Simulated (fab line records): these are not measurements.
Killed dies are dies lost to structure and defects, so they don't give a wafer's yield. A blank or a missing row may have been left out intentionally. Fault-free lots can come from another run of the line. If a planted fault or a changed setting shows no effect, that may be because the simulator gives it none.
What tool caused it? :: flow gf180mcu :: 14 lots, 42 wafers sampled, at 1 step of a route of 602

WHAT THE GAUGES SHOWED, per wafer
GF_VT_IMPLANT_RS_MEAS_48: a four-point-probe measurement.
lot: L435
measured: day 7 11:53
on: filmMetro-01
LVPWELL_RS (ohm/sq): 1187 1196 1189

lot: L436
measured: day 7 21:19
on: filmMetro-04
LVPWELL_RS (ohm/sq): 1205 1206 1204

lot: L438
measured: day 8 08:38
on: filmMetro-04
LVPWELL_RS (ohm/sq): 1198 1201 1199

lot: L439
measured: day 8 14:05
on: filmMetro-02
LVPWELL_RS (ohm/sq): 1202 1201 1198

lot: L441
measured: day 9 04:50
on: filmMetro-02
LVPWELL_RS (ohm/sq): 1197 1198 1194

lot: L442
measured: day 9 13:10
on: filmMetro-04
LVPWELL_RS (ohm/sq): 1199 1197 1195

lot: L444
measured: day 10 00:30
on: filmMetro-04
LVPWELL_RS (ohm/sq): 1192 1194 1197

lot: L445
measured: day 10 08:42
on: filmMetro-04
LVPWELL_RS (ohm/sq): 1199 1201 1203

lot: L453
measured: day 12 16:45
on: filmMetro-02
LVPWELL_RS (ohm/sq): 1198 1196 1193

lot: L454
measured: day 13 00:42
on: filmMetro-02
LVPWELL_RS (ohm/sq): 1197 1197 1196

lot: L455
measured: day 13 05:28
on: filmMetro-02
LVPWELL_RS (ohm/sq): 1196 1200 1197

lot: L456
measured: day 13 12:06
on: filmMetro-01
LVPWELL_RS (ohm/sq): 1193 1192 1194

lot: L457
measured: day 13 16:46
on: filmMetro-01
LVPWELL_RS (ohm/sq): 1197 1198 1198

lot: L458
measured: day 14 04:24
on: filmMetro-01
LVPWELL_RS (ohm/sq): 1192 1194 1194

EACH LOT AND THE TOOL THAT RAN IT (in order: tool; ch and the chambers of the sampled wafers; start)
No process step before these readings appears in the record.

WHAT THE TOOLS THEMSELVES READ (means of the sampled wafers that have a number; where no wafer has one, the mark that the record gives instead)
The record holds no such reading with a usual standard deviation.

THE ANSWER, worked out from the rows above alone
Rule: what is usual is taken from the lots themselves. The widest of any qualifying gaps counts: lots, ordered by their means at a reading, are off when they make up no more than a third of the lots, leave a main group of 4 or more, and stand apart from it by 3 or more times the standard deviation of that group's means. Not used: any main group whose means are identical at the precision the tables above print for the reading. A lot without any number at a reading at which 4 lots or more have one is off too. Where the step has rows for the other lots, those lots are counted as sound. After the gauges, taken in route order, come the tools' own readings; for these a lot's mean is taken, as printed above. At the first step where some lot is off, the reading lying furthest off is the one used; lots without a number count as furthest.
Across all readings shown, no lot is off: no conclusion can be drawn from this.

WHAT HAD BEEN PUT IN BY THE SIMULATOR
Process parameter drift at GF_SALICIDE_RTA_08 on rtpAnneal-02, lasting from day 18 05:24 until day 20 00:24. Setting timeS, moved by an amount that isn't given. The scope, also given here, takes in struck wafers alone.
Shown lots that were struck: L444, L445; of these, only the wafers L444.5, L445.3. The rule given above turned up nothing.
